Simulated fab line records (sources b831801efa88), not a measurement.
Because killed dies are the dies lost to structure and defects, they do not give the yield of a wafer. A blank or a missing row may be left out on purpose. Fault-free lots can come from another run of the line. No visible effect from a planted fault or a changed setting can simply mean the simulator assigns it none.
Chamber matching + flow sky130 + SKY_FIELD_ISO_ETCH_14 on rie diel-04 has 4 sister chambers
The step etches BARC in N2/H2, stops on SiO2, time 45.9 s, target depth 60 nm. 16 wafers are shown with their chamber, then 8 later ones without.

== WAFERS WITH THEIR CHAMBER ==
| wafer  | chamber | drypump motor current A (A) | n2 flow sccm (sccm) | oes product au (a.u.) |
|--------|---------|-----------------------------|---------------------|-----------------------|
| L075.2 | 3       | 5.60                        | 99.72               | 0.858                 |
| L075.4 | 2       | 5.64                        | 100.35              | 0.850                 |
| L075.6 | 1       | 6.14                        | 100.00              | 0.855                 |
| L079.2 | 0       | 5.97                        | 99.87               | 0.855                 |
| L079.3 | 3       | 5.59                        | 100.28              | 0.857                 |
| L079.6 | 2       | 5.67                        | 99.92               | 0.855                 |
| L080.1 | 2       | 5.69                        | 99.98               | 0.855                 |
| L080.4 | 0       | 6.06                        | 99.68               | 0.856                 |
| L080.5 | 0       | 6.05                        | 99.83               | 0.862                 |
| L082.1 | 0       | 5.98                        | 99.60               | 0.853                 |
| L082.2 | 3       | 5.61                        | 99.42               | 0.851                 |
| L082.4 | 2       | 5.65                        | 100.26              | 0.854                 |
| L084.3 | 3       | 5.64                        | 100.33              | 0.861                 |
| L084.4 | 1       | 6.17                        | 100.55              | 0.853                 |
| L084.5 | 2       | 5.66                        | 99.82               | 0.859                 |
| L086.1 | 0       | 6.01                        | 100.03              | 0.859                 |

SIGNATURES, as means of the wafers listed above
| reading                 | chamber 0 | chamber 1 | chamber 2 | chamber 3 | scatter within a chamber |
|-------------------------|-----------|-----------|-----------|-----------|--------------------------|
| drypump motor current A | 6.0140    | 6.1550    | 5.6620    | 5.6100    | 0.0287                   |
| n2 flow sccm            | 99.8020   | 100.2750  | 100.0660  | 99.9375   | 0.297                    |
| oes product au          | 0.85700   | 0.85400   | 0.85460   | 0.85675   | 0.00349                  |
Rule: distance of a wafer from a chamber = root of the sum over the readings of ((wafer's reading minus chamber's mean) / reading's scatter) squared. The wafer belongs to the nearest chamber; if the next one is less than 2 further off, it can't be placed. The scatter is the square root of a quotient: the sum, over the shown wafers, of each reading's squared deviation from its chamber's mean, divided by wafers minus chambers.

== WAFERS WHOSE CHAMBER IS MISSING ==
| wafer  | drypump motor current A (A) | n2 flow sccm (sccm) | oes product au (a.u.) |
|--------|-----------------------------|---------------------|-----------------------|
| L086.2 | 5.58                        | 100.22              | 0.863                 |
| L086.3 | 6.16                        | 99.62               | 0.861                 |
| L088.3 | 5.97                        | 99.91               | 0.859                 |
| L088.4 | 6.18                        | 100.11              | 0.856                 |
| L088.6 | 6.17                        | 100.29              | 0.849                 |
| L092.1 | 5.58                        | 99.54               | 0.853                 |
| L092.3 | 5.68                        | 100.44              | 0.852                 |
| L092.6 | 6.04                        | 100.26              | 0.857                 |

== THE CHAMBER EACH PASSED THROUGH ==
| wafer  | from the rows above     | in truth |
|--------|-------------------------|----------|
| L086.2 | can't be placed: 3 or 2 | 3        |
| L086.3 | 1                       | 1        |
| L088.3 | 0                       | 0        |
| L088.4 | 1                       | 1        |
| L088.6 | 1                       | 1        |
| L092.1 | can't be placed: 3 or 2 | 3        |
| L092.3 | can't be placed: 2 or 3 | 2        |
| L092.6 | 0                       | 0        |
Correctly placed: 5 of 8. Can't be placed from these rows: 3 (the true chamber is among the candidates in 3). 0 placed wrongly.
